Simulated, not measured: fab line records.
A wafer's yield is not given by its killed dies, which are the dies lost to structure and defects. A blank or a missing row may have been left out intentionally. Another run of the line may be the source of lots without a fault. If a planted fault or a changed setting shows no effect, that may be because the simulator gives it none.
The same fault as seen by 2 desks || flow sky130 || every desk sees just its own numbers, and what lay behind them comes last

TOOL OWNER'S DESK, implanter-02
SKY_LDD_N_IMPLANT_15, tool's own readings: per-lot mean of the sampled wafers with a number, covering each lot this tool ran. Any lot whose mean is over 4 standard deviations away from the usual mean is out of limits and marked OUT; that distance is given in the brackets.
Columns: A = dose ions cm2 at SKY_LDD_N_IMPLANT_15, usual 4.999e+12; B = faraday current uA at SKY_LDD_N_IMPLANT_15, usual 28.2; C = rotation deg at SKY_LDD_N_IMPLANT_15, usual 270.00 degrees
{"lot": "L511", "first seen here": "day 17 16:25", "A": 5.000e+12, "B": 28.4, "C": 269.99}
{"lot": "L514", "first seen here": "day 18 19:13", "A": 4.996e+12, "B": 28.5, "C": 270.03}
{"lot": "L522", "first seen here": "day 22 21:03", "A": "3.154e+12 (-99 or more) OUT", "B": "17.8 (-20) OUT", "C": 269.98}
{"lot": "L523", "first seen here": "day 22 23:07", "A": "3.158e+12 (-99 or more) OUT", "B": "17.7 (-20) OUT", "C": 270.10}
{"lot": "L531", "first seen here": "day 25 22:37", "A": 5.001e+12, "B": 27.7, "C": 269.94}
{"lot": "L533", "first seen here": "day 26 00:31", "A": 5.002e+12, "B": 28.2, "C": 270.02}
{"lot": "L534", "first seen here": "day 26 09:13", "A": 5.001e+12, "B": 28.0, "C": 270.04}
This desk's verdict: out of limits on L522, L523, starting with L522 at day 22 21:03 (dose ions cm2 at SKY_LDD_N_IMPLANT_15). L511, L514, L531, L533, L534: within limits.

FROM THE METROLOGY DESK
Means of the sampled wafers that have a number, per lot and without regard to the tool the lot ran on: this is what the gauges read. Any lot whose mean is over 4 standard deviations away from the usual mean is out of limits and marked OUT; that distance is given in the brackets.
Columns: A = cd nm at SKY_FIELD_ISO_CD_MEAS_13, usual 149.9 nm
{"lot": "L511", "first seen here": "day 2 04:05", "A": 149.5}
{"lot": "L512", "first seen here": "day 2 10:18", "A": 150.0}
{"lot": "L514", "first seen here": "day 2 21:38", "A": 150.4}
{"lot": "L521", "first seen here": "day 4 09:25", "A": 151.5}
{"lot": "L522", "first seen here": "day 4 13:55", "A": 151.4}
{"lot": "L523", "first seen here": "day 4 20:19", "A": 150.9}
{"lot": "L527", "first seen here": "day 5 15:44", "A": 149.4}
{"lot": "L529", "first seen here": "day 6 01:23", "A": 149.7}
{"lot": "L531", "first seen here": "day 6 15:48", "A": 150.2}
{"lot": "L532", "first seen here": "day 6 18:59", "A": 148.7}
{"lot": "L533", "first seen here": "day 7 05:43", "A": 153.0}
{"lot": "L534", "first seen here": "day 7 06:02", "A": 149.8}
This desk's finding: nothing out of limits on any of the 12 lots.

PUT TOGETHER
An alarm could have come from the tool owner's desk at day 22 21:03, on L522, L523.
The metrology desk saw nothing out of limits.
The metrology desk has L522, L523 on record, within its limits.
Every lot named ran SKY_LDD_N_IMPLANT_15 on implanter-02.

WHAT THE SIMULATOR PUT IN
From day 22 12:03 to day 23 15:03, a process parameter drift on implanter-02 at SKY_LDD_N_IMPLANT_15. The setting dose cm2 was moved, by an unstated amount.
Struck lots among those shown: L522, L523.
Delay in hours, fault start to first out-of-limits reading, by desk: the tool owner's desk at 9.
